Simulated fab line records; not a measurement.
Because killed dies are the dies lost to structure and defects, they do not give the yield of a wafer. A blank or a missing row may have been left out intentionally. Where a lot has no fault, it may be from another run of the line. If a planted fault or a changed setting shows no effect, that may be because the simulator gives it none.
Check of tool commonality ; flow gf180mcu ; 10 lots, 30 wafers sampled

REASON FOR OPENING
At GF_V4_RS_MEAS_24 the reading V4_W_RS is flagged on 3 of 10 lots. Wafers without a fault read 0.327 ohm/sq, standard deviation 0.004.
Rule: a lot gets a flag if all its wafers with a number sit over 4 standard deviations from that mean, or if no wafer of it has a number. As for the other lots, they are considered sound.

lot;measured;on;V4_W_RS (ohm/sq), wafer by wafer;flag
L650;day 25 18:31;film metro-03;0.326 0.327 0.327;
L651;day 26 06:39;film metro-04;0.325 0.324 0.322;
L652;day 26 15:41;film metro-03;0.334 0.333 0.331;
L657;day 27 23:48;film metro-03;0.328 0.324 0.328;
L659;day 28 19:13;film metro-03;0.331 0.328 0.325;
L660;day 28 21:02;film metro-02;0.273 0.275 0.278;FLAGGED
L661;day 29 08:59;film metro-04;0.276 0.274 0.277;FLAGGED
L662;day 29 12:34;film metro-04;0.332 0.324 0.327;
L663;day 29 17:27;film metro-04;0.330 0.335 0.329;
L664;day 29 22:30;film metro-02;0.267 0.269 0.267;FLAGGED
Average over the flagged lots: 0.273 ohm/sq; offset from the usual -0.054 ohm/sq, equal to -14 standard deviations.

EACH LOT AND THE TOOL IT RAN ON
The record holds 3 process steps before the reading, out of a route of 602 steps. Every cell lists first the tool, next ch and the chambers used by the sampled wafers, and last the start.
lot;flag;GF_M4_STRIP_17;GF_V4_SPUTTER_22;GF_V4_CVD_23
L650;;plasma asher-03 ch 0,1, day 24 19:12;pvd sputter-02, day 25 18:22;cvd w-01 ch 0,1, day 25 18:25
L651;;plasma asher-03 ch 0, day 25 07:34;pvd sputter-04, day 26 06:29;cvd w-01 ch 0,1, day 26 06:31
L652;;plasma asher-03 ch 0,1, day 25 17:14;pvd sputter-03, day 26 15:31;cvd w-02 ch 0,1, day 26 15:34
L657;;plasma asher-01 ch 0,1, day 27 01:21;pvd sputter-03, day 27 23:38;cvd w-01 ch 0,1, day 27 23:41
L659;;plasma asher-03 ch 0,1, day 27 21:19;pvd sputter-03, day 28 19:01;cvd w-01 ch 0,1, day 28 19:05
L660;FLAGGED;plasma asher-03 ch 1, day 27 23:39;pvd sputter-02, day 28 20:53;cvd w-01 ch 0,1, day 28 20:55
L661;FLAGGED;plasma asher-01 ch 0,1, day 28 11:30;pvd sputter-03, day 29 08:50;cvd w-01 ch 0,1, day 29 08:53
L662;;plasma asher-03 ch 0,1, day 28 14:40;pvd sputter-04, day 29 12:25;cvd w-02 ch 0,1, day 29 12:28
L663;;plasma asher-03 ch 0,1, day 28 19:57;pvd sputter-02, day 29 17:18;cvd w-02 ch 0,1, day 29 17:20
L664;FLAGGED;plasma asher-03 ch 0,1, day 29 01:26;pvd sputter-02, day 29 22:21;cvd w-01 ch 0,1, day 29 22:23
What the steps here do:
- GF_M4_STRIP_17: strips in O2/N2.
- GF_V4_SPUTTER_22: material TiN, target thk 10 nm, time 40 s.
- GF_V4_CVD_23: deposits W, target thk 350 nm, time 104.9 s.
- GF_V4_RS_MEAS_24: measures by four-point-probe.

FLAGGED OVER TOTAL, TOOL BY TOOL (the gauges that took the reading come last)
step;tool;lots run;flagged;share of the flagged lots;sound lots run after its first flagged lot
GF_M4_STRIP_17;plasma asher-01;2;1;some;0
GF_M4_STRIP_17;plasma asher-03;8;2;some;2 (L662,L663)
GF_V4_SPUTTER_22;pvd sputter-02;4;2;some;1 (L663)
GF_V4_SPUTTER_22;pvd sputter-03;4;1;some;0
GF_V4_SPUTTER_22;pvd sputter-04;2;0;none;-
GF_V4_CVD_23;cvd w-01;7;3;all;0
GF_V4_CVD_23;cvd w-02;3;0;none;-
GF_V4_RS_MEAS_24;film metro-02;2;2;some;0
GF_V4_RS_MEAS_24;film metro-03;4;0;none;-
GF_V4_RS_MEAS_24;film metro-04;4;1;some;2 (L662,L663)

WHAT THE TABLE ALLOWS
1 row of the table ran every flagged lot: cvd w-01 at GF_V4_CVD_23.
- cvd w-01 at GF_V4_CVD_23: 3 of its 7 lots flagged. A fault beginning between L659 (day 28 19:05), its last sound lot, and L660 (day 28 20:55), its first flagged one, fits the data. Its own readings lie more than 4 standard deviations out on every wafer of the flagged lots: chamber pressure Torr.
One tool is left: cvd w-01 at GF_V4_CVD_23.

WHAT THE SIMULATOR HAD INSERTED
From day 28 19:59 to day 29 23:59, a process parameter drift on cvd w-01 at GF_V4_CVD_23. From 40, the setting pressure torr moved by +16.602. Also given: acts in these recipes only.
Lots struck among those shown: L660, L661, L664. The rule above found the same.
